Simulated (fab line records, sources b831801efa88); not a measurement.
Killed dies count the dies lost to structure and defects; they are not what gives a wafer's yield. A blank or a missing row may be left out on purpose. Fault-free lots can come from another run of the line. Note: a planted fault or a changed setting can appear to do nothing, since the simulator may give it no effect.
2 desks looking at one fault ; flow gf180mcu ; every desk sees just its own numbers, and what lay behind them comes last

## METROLOGY DESK
What the gauges read for every lot (on any tool): the sampled wafers with a number, averaged. The brackets show how far a lot's mean lies from the usual mean; more than 4 standard deviations puts the lot out of limits, marked OUT.
Columns: A = V3_CVD_00_THK at GF_V3_THK_MEAS_01, usual 600 nm; B = cd-nm at GF_M4_CD_MEAS_14, usual 280.4 nm; C = cd-nm at GF_V4_CD_MEAS_14, usual 259.9 nm
lot;first seen here;A;B;C
L807;day 22 03:23;596;278.9;259.4
L809;day 22 19:24;596;279.2;260.0
L810;day 23 05:46;596;281.5;258.3
L811;day 23 14:32;598;280.8;259.4
L812;day 23 20:31;603;278.9;261.4
L815;day 25 00:57;601;278.7;266.1 (+4.8) OUT
L822;day 27 09:09;596;279.6;261.9
L823;day 27 10:25;604;280.2;258.4
L824;day 28 05:53;601;280.3;258.8
L827;day 28 12:40;597;279.7;258.4
L826;day 28 14:00;606;282.8;261.1
L828;day 29 00:32;599;278.9;260.7
This desk finds L815 out of limits, L815 being first, at day 27 19:04 (cd-nm at GF_V4_CD_MEAS_14). L807, L809, L810, L811, L812, L822, L823, L824, L827, L826, L828: within limits.

## TOOL OWNER'S DESK, krf-scanner-01
The tool's own readings at GF_V4_EXPOSE_11 (exposes mask Via4, target cd 260 nm): means of the sampled wafers that have a number, for each lot that ran on this tool. The brackets show how far a lot's mean lies from the usual mean; more than 4 standard deviations puts the lot out of limits, marked OUT.
Columns: A = reticle-temp-C at GF_V4_EXPOSE_11, usual 22.99 C
lot;first seen here;A
L807;day 24 15:46;22.94
L811;day 26 01:14;23.00
L812;day 26 05:15;23.05
L815;day 27 09:02;23.01
L823;day 29 14:49;22.93
L827;day 30 15:05;22.99
L826;day 30 16:43;22.96
Result from this desk: across the 7 lots, nothing is out of limits.

## BROUGHT TOGETHER
At day 27 19:04 the metrology desk could have sounded an alarm, on L815.
The tool owner's desk saw nothing out of limits.
Tool owner's desk: L815 on record, inside its limits.
GF_V4_EXPOSE_11 was run on krf-scanner-01 by each of the lots named.

## WHAT HAD BEEN PUT IN BY THE SIMULATOR
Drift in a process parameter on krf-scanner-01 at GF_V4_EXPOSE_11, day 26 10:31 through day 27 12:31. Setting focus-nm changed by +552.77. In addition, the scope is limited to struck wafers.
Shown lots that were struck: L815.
Hours from the fault's start to each desk's first reading out of limits: the metrology desk, 33.
